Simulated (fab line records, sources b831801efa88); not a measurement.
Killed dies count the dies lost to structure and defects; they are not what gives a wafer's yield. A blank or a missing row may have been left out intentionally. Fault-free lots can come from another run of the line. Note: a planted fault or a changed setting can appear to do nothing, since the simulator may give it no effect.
Chamber matching / flow gf180mcu / GF_V3_CMP_04 on cmp-01: 4 sister chambers
The step polishes SiO2. 4 wafers are shown with their chamber, then 10 later ones without.

## WAFERS WITH THEIR CHAMBER
wafer=L087.5; chamber=2; motorCurrentA (A)=13.7
wafer=L088.6; chamber=0; motorCurrentA (A)=10.4
wafer=L090.1; chamber=3; motorCurrentA (A)=12.2
wafer=L090.3; chamber=1; motorCurrentA (A)=12.1

## WAFERS WHOSE CHAMBER IS MISSING
wafer=L090.4; motorCurrentA (A)=12.7
wafer=L093.2; motorCurrentA (A)=13.5
wafer=L093.3; motorCurrentA (A)=11.9
wafer=L093.6; motorCurrentA (A)=10.8
wafer=L095.1; motorCurrentA (A)=11.5
wafer=L095.3; motorCurrentA (A)=13.3
wafer=L095.6; motorCurrentA (A)=12.8
wafer=L097.1; motorCurrentA (A)=13.6
wafer=L097.2; motorCurrentA (A)=10.9
wafer=L097.5; motorCurrentA (A)=12.3

## WHICH CHAMBER EACH WENT THROUGH
wafer=L090.4; from the rows above=can't be placed: 3 or 1 or 2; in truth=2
wafer=L093.2; from the rows above=2; in truth=2
wafer=L093.3; from the rows above=can't be placed: 1 or 3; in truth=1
wafer=L093.6; from the rows above=0; in truth=0
wafer=L095.1; from the rows above=can't be placed: 1 or 3 or 0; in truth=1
wafer=L095.3; from the rows above=can't be placed: 2 or 3 or 1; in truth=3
wafer=L095.6; from the rows above=can't be placed: 3 or 1 or 2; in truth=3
wafer=L097.1; from the rows above=2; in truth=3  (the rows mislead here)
wafer=L097.2; from the rows above=can't be placed: 0 or 1 or 3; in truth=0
wafer=L097.5; from the rows above=can't be placed: 3 or 1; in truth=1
2 of 10 placed correctly. Not placeable from these rows: 7 (in 7, the candidates include the true chamber). Wrongly placed: 1.
How it was worked out, from the rows above alone: a wafer's distance from a chamber is the root of the sum, over the readings, of the square of ((its reading less the chamber's mean) divided by the reading's scatter). The wafer belongs to the nearest chamber; if the next one is less than 2 further off, it can't be placed. The mean given for a chamber averages the wafers shown for that chamber. The scatter (one wafer shown for each chamber): square how far every hidden wafer sits from the nearest shown wafer, average those squares and take the square root.
